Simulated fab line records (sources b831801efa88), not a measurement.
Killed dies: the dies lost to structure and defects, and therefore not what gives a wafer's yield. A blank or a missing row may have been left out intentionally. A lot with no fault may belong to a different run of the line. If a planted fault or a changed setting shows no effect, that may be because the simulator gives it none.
fab line records	flow sfq_line
record lots=6	wafers=18	last_day=87
route steps=325 shown M1@62 I1@73 M2@88
lots with no fault: from the same line, run without faults
start_h: the number of hours between the record's first day and the start of the first shown wafer of the lot	wait_h: hours since the lot's step before	" as in the row above	L1.1+2: a row that stands for several wafers	- no value, or no start was given	* or withheld: withheld	< > ~ a bound
route shown NAME@n: NAME is a module with steps in the file, n the number in the route of the first one	usual: the fault-free wafers' mean and standard deviation	same: alike in all rows	chamber/n: place in a boat	sites: per-site readings	_std_site: standard deviation of those values	_edge_site: the outer-site mean with the inner-site mean subtracted	radius_mm: for every site, how far away it sits from the centre of the wafer	mask NAME#n: copy n	behind: tool/chamber where the wafer was last shaped	hold: what put the lot on hold/how long, in hours/how the hold closed	device: the transistor (n, p or np) that didn't switch	end of line: at the end of the route, the tests of the same wafers	a step with no rows: only its recipe	killed: at the first sort, the dies lost to defects and structure; wafer yield is something else	map: a wafer's dies, x killed, . not, _ none there
set.NAME: the setting that was run; set.NAME@STEP: the one run at that earlier step	model.NAME: the simulator's own value behind a step, which no gauge read
certain route steps with their lots: each step a table, each wafer a row
services: when a tool's chamber went out of use (start_h, in hours from the record's first day, below 0 if earlier), for how many hours, and the reason
## steps
# step SFQ_TRILAYER_M1_LITHO_COAT_044
# recipe resist=BARC	spin_rpm=3000	resist_thk_nm=62
# step SFQ_TRILAYER_M1_LITHO_COAT_039
# recipe resist=KrF	spin_rpm=3000	resist_thk_nm=600
# step SFQ_TRILAYER_M1_LITHO_SOFTBAKE_043
# recipe temp_c=withheld	time_s=withheld	resist=KrF
# step SFQ_TRILAYER_M1_LITHO_EXPOSE_040
# recipe mask_id=M1	na=0.6	source_shape=conventional	sigma_outer=0.65	target_cd_nm=500	dose_mj=14.4
# step SFQ_TRILAYER_M1_LITHO_PEB_042
# recipe peb_temp_c=115	peb_time_s=60	resist=KrF
# step SFQ_TRILAYER_M1_LITHO_DEVELOP_041
# recipe time_s=60	resist=KrF
# step SFQ_M1_OVL_MEAS_911
# usual M1_OVL=-1/6.9
lot.wafer	tool	chamber	start_h	wait_h	M1_OVL[nm]
L939.2	overlay-02	-	614.38	0.1	2
L939.4	"	-	"	"	10
L939.6	"	-	"	"	9
L940.3	overlay-01	-	629.31	0.1	-2
L940.4	"	-	"	"	3
L940.5	"	-	"	"	3
L945.1	overlay-01	-	664.90	0.1	8
L945.2	"	-	"	"	20
L945.3	"	-	"	"	12
L946.4	overlay-01	-	677.37	0.1	-7
L946.5	"	-	"	"	-4
L946.6	"	-	"	"	3
L953.3	overlay-02	-	742.29	0.1	9
L953.4	"	-	"	"	4
L953.6	"	-	"	"	5
L954.1	overlay-01	-	755.48	0.1	-1
L954.4	"	-	"	"	-2
L954.5	"	-	"	"	-3
# step SFQ_TRILAYER_M1_BARC_OPEN_METAL_ETCH_054
# recipe mask_material=PR	chemistry=O2	target_depth_nm=125	target=BARC	icp_w=600	bias_w=80	pressure_mtorr=10	time_s=41.7
# step SFQ_TRILAYER_M1_ETCH_METAL_ETCH_042
# recipe target=Nb	stop_on=SiO2	mask_material=PR	chemistry=Cl2/Ar	target_depth_nm=240	icp_w=600	bias_w=80	pressure_mtorr=10	time_s=120
# usual drypump_motor_current_A=5.9/0.3	oes_product_au=0.894/0.0068
lot.wafer	tool	chamber	start_h	wait_h	drypump_motor_current_A	oes_product_au	rf_hours_counter_h
L939.2	rie_metal-01	0	614.47	0.0	5.6	0.892	15
L939.4	"	0	"	"	5.6	0.903	-
L939.6	"	1	"	"	5.6	0.893	-
L940.3	rie_metal-03	0	629.44	0.1	6.5	0.897	-
L940.4	"	1	"	"	6.0	0.895	-
L940.5	"	1	"	"	6.0	0.898	-
L945.1	rie_metal-03	1	665.00	0.0	6.0	0.884	92
L945.2	"	0	"	"	6.5	0.894	15
L945.3	"	1	"	"	6.0	0.891	-
L946.4	rie_metal-04	0	677.49	0.1	5.7	0.888	-
L946.5	"	1	"	"	5.9	0.885	-
L946.6	"	0	"	"	5.8	0.897	-
L953.3	rie_metal-03	1	742.42	0.1	6.0	0.894	-
L953.4	"	0	"	"	6.4	0.890	-
L953.6	"	0	"	"	6.5	0.900	-
L954.1	rie_metal-03	1	755.58	0.0	6.0	0.890	98
L954.4	"	0	"	"	6.4	0.892	-
L954.5	"	1	"	"	6.0	0.881	-
# step SFQ_TRILAYER_M1_STRIP_STRIP_043
# recipe gas=O2	power_w=200	platen_temp_c=40	overash_fraction=0.65	chemistry=O2	pressure_mtorr=50
# usual drypump_motor_current_A=5.93/0.29	oes_product_au=1.002/0.0096
lot.wafer	tool	chamber	start_h	wait_h	drypump_motor_current_A	oes_product_au	rf_hours_counter_h
L939.2	rie_metal-01	0	614.60	0.1	5.59	0.994	15
L939.4	"	0	"	"	5.57	1.004	-
L939.6	"	1	"	"	5.60	1.008	-
L940.3	rie_metal-03	0	629.72	0.2	6.44	0.984	-
L940.4	"	1	"	"	6.03	0.997	-
L940.5	"	1	"	"	6.02	1.007	-
L945.1	rie_metal-03	1	665.12	0.1	6.03	1.006	92
L945.2	"	0	"	"	6.44	0.997	15
L945.3	"	1	"	"	6.02	1.008	-
L946.4	rie_metal-04	0	677.78	0.2	5.79	0.995	-
L946.5	"	1	"	"	5.94	0.994	-
L946.6	"	0	"	"	5.79	0.999	-
L953.3	rie_metal-03	1	742.70	0.2	6.01	0.997	-
L953.4	"	0	"	"	6.41	0.996	-
L953.6	"	0	"	"	6.44	0.986	-
L954.1	rie_metal-03	1	755.70	0.1	6.02	1.005	99
L954.4	"	0	"	"	6.42	0.986	-
L954.5	"	1	"	"	6.04	1.002	-
# step SFQ_TRILAYER_M1_STRIP_SOLV_CLEAN_044
# recipe chemistry=NMP	temp_c=70	time_s=600
# step SFQ_TRILAYER_I1_DEP_PECVD_045
# recipe material=SiO2	temp_c=150	time_s=111.11	pressure_torr=2.4	rf_w=183.3	precursor=SiH4/N2O	target_thk_nm=500
# usual heater_power_w=80/13	throttle_valve_pct=24.5/1.4
lot.wafer	tool	chamber	start_h	wait_h	heater_power_w	since_wet_clean_h	throttle_valve_pct
L939.2	pecvd-04	0	615.37	0.0	84	777	25.3
L939.4	"	2	"	"	87	-	24.8
L939.6	"	0	"	"	84	-	25.3
L940.3	pecvd-03	2	630.30	0.0	70	53	24.3
L940.4	"	0	"	"	75	-	22.7
L940.5	"	1	"	"	68	-	23.3
L945.1	pecvd-02	1	665.90	0.0	55	458	25.1
L945.2	"	0	"	"	90	458	23.8
L945.3	"	0	"	"	71	-	23.5
L946.4	pecvd-04	2	678.39	0.0	84	-	25.4
L946.5	"	0	"	"	81	-	25.4
L946.6	"	1	"	"	97	-	25.1
L953.3	pecvd-03	0	743.28	0.0	90	166	22.9
L953.4	"	2	"	"	76	-	24.5
L953.6	"	1	"	"	78	-	23.4
L954.1	pecvd-02	0	756.48	0.0	84	548	23.7
L954.4	"	0	"	"	87	-	23.8
L954.5	"	2	"	"	85	-	23.7
# step SFQ_TRILAYER_I1_CMP_CMP_046
# recipe material=SiO2	down_force_psi=3	platen_rpm=60	pad_velocity_m_s=0.94248
# usual motor_current_A=10.1/1.1	retaining_ring_pressure_frac=1.001/0.0053	slurry_flow_ml_min=150.0/0.46	time_to_endpoint_s=216/6.3
lot.wafer	tool	chamber	start_h	wait_h	motor_current_A	retaining_ring_pressure_frac	slurry_flow_ml_min	time_to_endpoint_s	model.SiO2_of_TRILAYER_I1_DEP_PECVD_045.thk_nm
L939.2	cmp-02	0	618.53	3.1	9.1	0.997	150.2	213	201.4
L939.4	"	1	"	"	10.0	0.997	149.8	222	200.2
L939.6	"	0	620.53	5.1	9.0	0.996	149.6	224	201.9
L940.4	cmp-01	2	634.46	4.1	9.9	1.005	149.7	222	199.3
L940.3	"	3	"	"	11.2	1.001	150.5	216	199.6
L940.5	"	0	"	"	11.0	1.002	149.8	222	198.7
L945.1	cmp-01	0	666.52	0.6	11.6	1.003	150.5	222	185.2
L945.3	"	1	"	"	8.4	1.009	150.7	215	199.3
L945.2	"	2	"	"	10.9	0.991	151.1	213	201
L946.4	cmp-01	1	679.53	1.1	8.6	1.010	150.3	203	199.4
L946.6	"	0	681.03	2.6	10.4	1.008	150.0	225	184.8
L946.5	"	1	"	"	8.6	1.015	149.6	217	185
L953.4	cmp-01	2	745.84	2.5	10.3	0.999	150.1	224	200.8
L953.3	"	3	"	"	12.0	0.993	150.1	223	201.1
L953.6	"	1	747.34	4.0	8.8	1.000	150.3	227	200.6
L954.1	cmp-02	1	760.60	4.1	10.6	1.010	150.5	206	198.9
L954.4	"	2	"	"	10.8	1.003	150.4	213	200.6
L954.5	"	0	762.10	5.5	9.8	0.996	149.6	213	201.1
# step SFQ_I1_BOW_MEAS_912
# recipe mode=bow
# usual I1_BOW=2/7.5
lot.wafer	tool	chamber	start_h	wait_h	I1_BOW[um]
L939.2	film_metro-02	-	621.05	2.0	16
L939.4	"	-	"	"	9
L939.6	"	-	"	"	7
L940.3	film_metro-03	-	636.50	1.0	-1
L940.4	"	-	"	"	18
L940.5	"	-	"	"	-7
L945.1	film_metro-04	-	669.02	2.0	-3
L945.2	"	-	"	"	-13
L945.3	"	-	"	"	-1
L946.4	film_metro-04	-	682.09	2.1	6
L946.5	"	-	"	"	16
L946.6	"	-	"	"	16
L953.3	film_metro-02	-	748.38	1.5	-8
L953.4	"	-	"	"	-4
L953.6	"	-	"	"	-20
L954.1	film_metro-02	-	762.60	1.5	3
L954.4	"	-	"	"	13
L954.5	"	-	"	"	13
# step SFQ_TRILAYER_I1_METRO_MEASURE_047
# usual thk_nm=200.1/0.96
lot.wafer	tool	chamber	start_h	wait_h	thk_nm
L939.2	film_metro-02	-	621.35	0.3	201.4
L939.4	"	-	"	"	200.2
L939.6	"	-	"	"	201.8
L940.3	film_metro-03	-	636.98	0.5	199.6
L940.4	"	-	"	"	199.2
L940.5	"	-	"	"	198.6
L945.1	film_metro-04	-	669.14	0.1	185.1
L945.2	"	-	"	"	201.1
L945.3	"	-	"	"	199.4
L946.4	film_metro-04	-	682.75	0.6	199.3
L946.5	"	-	"	"	184.9
L946.6	"	-	"	"	184.8
L953.3	film_metro-02	-	748.86	0.5	201.0
L953.4	"	-	"	"	200.8
L953.6	"	-	"	"	200.6
L954.1	film_metro-02	-	762.72	0.1	198.8
L954.4	"	-	"	"	200.6
L954.5	"	-	"	"	201.0
# step SFQ_TRILAYER_I1_VIA_LITHO_COAT_054
# recipe resist=BARC	spin_rpm=3000	resist_thk_nm=62
# step SFQ_TRILAYER_I1_VIA_LITHO_COAT_049
# recipe resist=KrF	spin_rpm=3000	resist_thk_nm=650
# step SFQ_TRILAYER_I1_VIA_LITHO_SOFTBAKE_053
# recipe temp_c=withheld	time_s=withheld	resist=KrF
# step SFQ_TRILAYER_I1_VIA_LITHO_EXPOSE_050
# recipe mask_id=I1	na=0.6	source_shape=conventional	sigma_outer=0.65	target_cd_nm=500	dose_mj=21.3
# step SFQ_TRILAYER_I1_VIA_LITHO_PEB_052
# recipe peb_temp_c=115	peb_time_s=60	resist=KrF
# step SFQ_TRILAYER_I1_VIA_LITHO_DEVELOP_051
# recipe time_s=60	resist=KrF
# step SFQ_I1_OVL_MEAS_913
# usual I1_OVL=1/5.4
lot.wafer	tool	chamber	start_h	wait_h	I1_OVL[nm]
L939.2	overlay-02	-	630.11	0.1	2
L939.4	"	-	"	"	3
L939.6	"	-	"	"	0
L940.3	overlay-02	-	787.89	0.1	1
L940.4	"	-	"	"	-4
L940.5	"	-	"	"	1
L945.1	overlay-02	-	816.68	0.1	2
L945.2	"	-	"	"	11
L945.3	"	-	"	"	5
L946.4	overlay-01	-	827.50	0.1	13
L946.5	"	-	"	"	9
L946.6	"	-	"	"	11
L953.3	overlay-01	-	902.28	0.1	9
L953.4	"	-	"	"	9
L953.6	"	-	"	"	4
L954.1	overlay-02	-	914.27	0.1	-2
L954.4	"	-	"	"	2
L954.5	"	-	"	"	-2
# step SFQ_TRILAYER_I1_VIA_BARC_OPEN_VIA_ETCH_071
# recipe mask_material=PR	chemistry=O2	target_depth_nm=125	target=BARC	source_w=500	bias_w=80	pressure_mtorr=30	time_s=41.7
# step SFQ_TRILAYER_I1_VIA_ETCH_VIA_ETCH_052
# recipe target=SiO2	stop_on=Nb	mask_material=PR	taper_deg=20	chemistry=CHF3	target_depth_nm=260	source_w=500	bias_w=80	pressure_mtorr=30	time_s=withheld
# usual drypump_motor_current_A=5.7/0.64	oes_product_au=0.855/0.005
lot.wafer	tool	chamber	start_h	wait_h	drypump_motor_current_A	oes_product_au	model.etch.depth_nm	model.I1.feature_depth_nm
L939.2	rie_diel-02	3	630.18	0.0	5.7	0.859	201.4	201.4
L939.4	"	1	"	"	5.2	0.860	200.2	200.2
L939.6	"	2	"	"	5.3	0.855	201.9	201.9
L940.3	rie_diel-01	0	787.96	0.0	5.3	0.853	199.6	199.6
L940.4	"	2	"	"	6.7	0.859	199.3	199.3
L940.5	"	1	"	"	4.8	0.846	198.7	198.7
L945.1	rie_diel-02	3	816.76	0.0	5.7	0.817	185.2	185.2
L945.2	"	0	"	"	5.8	0.864	201	201
L945.3	"	2	"	"	5.3	0.862	199.3	199.3
L946.4	rie_diel-02	2	827.56	0.0	5.3	0.854	199.4	199.4
L946.5	"	2	"	"	5.3	0.824	185	185
L946.6	"	1	"	"	5.2	0.818	184.8	184.8
L953.3	rie_diel-01	1	902.35	0.0	4.8	0.855	201.1	201.1
L953.4	"	2	"	"	6.7	0.855	200.8	200.8
L953.6	"	0	"	"	5.3	0.863	200.6	200.6
L954.1	rie_diel-02	0	914.35	0.0	5.9	0.853	198.9	198.9
L954.4	"	3	"	"	5.7	0.853	200.6	200.6
L954.5	"	1	"	"	5.2	0.856	201.1	201.1
# step SFQ_TRILAYER_I1_VIA_STRIP_STRIP_053
# recipe gas=O2	power_w=200	platen_temp_c=40	overash_fraction=0.65	chemistry=O2	pressure_mtorr=50
# usual drypump_motor_current_A=5.9/0.31	oes_product_au=0.999/0.0088
lot.wafer	tool	chamber	start_h	wait_h	drypump_motor_current_A	oes_product_au	rf_hours_counter_h
L939.2	rie_metal-02	0	630.29	-	5.7	1.017	130
L939.4	"	0	"	"	5.7	1.004	-
L939.6	"	1	"	"	5.4	1.008	-
L940.3	rie_metal-03	0	788.27	-	6.5	0.990	-
L940.4	"	1	"	"	6.0	1.013	-
L940.5	"	0	"	"	6.5	0.985	-
L945.1	rie_metal-03	0	816.87	-	6.5	0.990	35
L945.2	"	1	"	"	6.0	1.007	107
L945.3	"	0	"	"	6.4	0.986	-
L946.4	rie_metal-03	1	827.87	-	6.0	1.005	-
L946.5	"	0	"	"	6.4	0.983	-
L946.6	"	1	"	"	6.0	1.005	-
L953.3	rie_metal-04	0	902.86	-	5.8	1.004	-
L953.4	"	0	"	"	5.8	0.997	-
L953.6	"	0	"	"	5.8	0.997	-
L954.1	rie_metal-04	1	914.46	-	5.9	0.993	1
L954.4	"	1	"	"	5.9	0.997	-
L954.5	"	0	"	"	5.8	1.007	-
# step SFQ_TRILAYER_I1_VIA_STRIP_SOLV_CLEAN_054
# recipe chemistry=NMP	temp_c=70	time_s=600
# step SFQ_TRILAYER_M2_DEP_PRE_CLEAN_056
# recipe gas=Ar	time_s=22.5	bias_v=250
lot.wafer	tool	chamber	start_h	wait_h	model.SiO2_of_TRILAYER_I1_DEP_PECVD_045.thk_nm
L939.2	pvd_sputter-03	-	631.08	0.0	193.9
L939.4	"	-	"	"	192.7
L939.6	"	-	"	"	194.4
L940.3	pvd_sputter-04	-	788.86	0.0	192.1
L940.4	"	-	"	"	191.8
L940.5	"	-	"	"	191.2
L945.1	pvd_sputter-04	-	817.65	0.0	177.7
L945.2	"	-	"	"	193.5
L945.3	"	-	"	"	191.8
L946.4	pvd_sputter-04	-	828.45	0.0	191.9
L946.5	"	-	"	"	177.5
L946.6	"	-	"	"	177.3
L953.3	pvd_sputter-04	-	903.83	0.0	193.6
L953.4	"	-	"	"	193.3
L953.6	"	-	"	"	193.1
L954.1	pvd_sputter-06	-	915.23	0.0	191.4
L954.4	"	-	"	"	193.1
L954.5	"	-	"	"	193.6
# step SFQ_TRILAYER_M2_DEP_SPUTTER_055
# recipe material=Nb	base_pressure_pa=1.33e-06	chamber_pressure_pa=0.1333	substrate_temp_c=20	resputter_cathode_voltage_v=400	target_thk_nm=200	power_w=2000	time_s=133.3
# usual throttle_valve_pct=29.7/1.1
lot.wafer	tool	chamber	start_h	wait_h	throttle_valve_pct
L939.2	pvd_sputter-03	-	631.11	0.0	29.6
L939.4	"	-	"	"	29.8
L939.6	"	-	"	"	30.3
L940.3	pvd_sputter-04	-	788.89	0.0	30.6
L940.4	"	-	"	"	29.3
L940.5	"	-	"	"	29.3
L945.1	pvd_sputter-04	-	817.67	0.0	29.6
L945.2	"	-	"	"	27.5
L945.3	"	-	"	"	30.7
L946.4	pvd_sputter-04	-	828.47	0.0	29.8
L946.5	"	-	"	"	27.5
L946.6	"	-	"	"	29.7
L953.3	pvd_sputter-04	-	903.86	0.0	30.0
L953.4	"	-	"	"	29.4
L953.6	"	-	"	"	30.9
L954.1	pvd_sputter-06	-	915.26	0.0	30.5
L954.4	"	-	"	"	30.9
L954.5	"	-	"	"	31.0
## services
tool	chamber	start_h	hours	kind
cmp-02	-	597.60	1.5	repair
pvd_sputter-03	-	601.08	5.0	repair
pecvd-02	-	605.31	1.9	repair
rie_diel-01	-	605.49	4.0	repair
pecvd-03	-	606.07	0.7	repair
pecvd-04	1	617.04	9.2	repair
film_metro-02	-	622.35	0.5	pm
rie_diel-01	1	622.52	1.7	repair
rie_metal-04	-	623.98	1.4	pm
rie_diel-02	0	653.11	1.3	repair
film_metro-02	-	666.70	0.7	pm
rie_metal-03	1	698.95	24.6	repair
pvd_sputter-04	-	718.66	2.5	repair
film_metro-02	-	720.60	0.7	pm
rie_diel-02	3	738.68	5.3	repair
rie_diel-02	-	739.12	14.6	pm
rie_metal-04	0	793.62	7.3	repair
rie_diel-02	2	807.02	3.2	repair
rie_metal-04	-	828.27	1.7	repair
pvd_sputter-04	-	842.82	2.4	repair
rie_diel-02	1	859.63	1.7	repair
rie_metal-04	1	861.26	5.8	repair
film_metro-02	-	866.82	0.4	pm
film_metro-02	-	911.35	1.2	pm
## key
first_sign step=SFQ_TRILAYER_I1_METRO_MEASURE_047	reading=thk_nm	direction=down	sigmas=16	usual=200.1	struck=184.9
effect step=SFQ_TRILAYER_I1_VIA_ETCH_VIA_ETCH_052	reading=oes_product_au	direction=down	sigmas=7.2	usual=0.855	struck=0.820
model_effect step=SFQ_TRILAYER_I1_CMP_CMP_046	value=SiO2_of_TRILAYER_I1_DEP_PECVD_045.thk_nm	without=200	struck=185
model_effect step=SFQ_TRILAYER_I1_VIA_ETCH_VIA_ETCH_052	value=etch.depth_nm	without=200	struck=185
model_effect step=SFQ_TRILAYER_M2_DEP_PRE_CLEAN_056	value=SiO2_of_TRILAYER_I1_DEP_PECVD_045.thk_nm	without=192.5	struck=177.5
met_at SFQ_TRILAYER_I1_CMP_CMP_046
struck_wafers L945.1,L946.5,L946.6
onset_between 634.46 666.52
fault kind=process_parameter_drift	tool=cmp-01	chamber=-	onset_h=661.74	steps=SFQ_TRILAYER_I1_CMP_CMP_046	channel=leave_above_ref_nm	offset=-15	shape=step	end_h=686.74	scope=struck_wafers_only	acts_in=these_recipes_only	stated=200
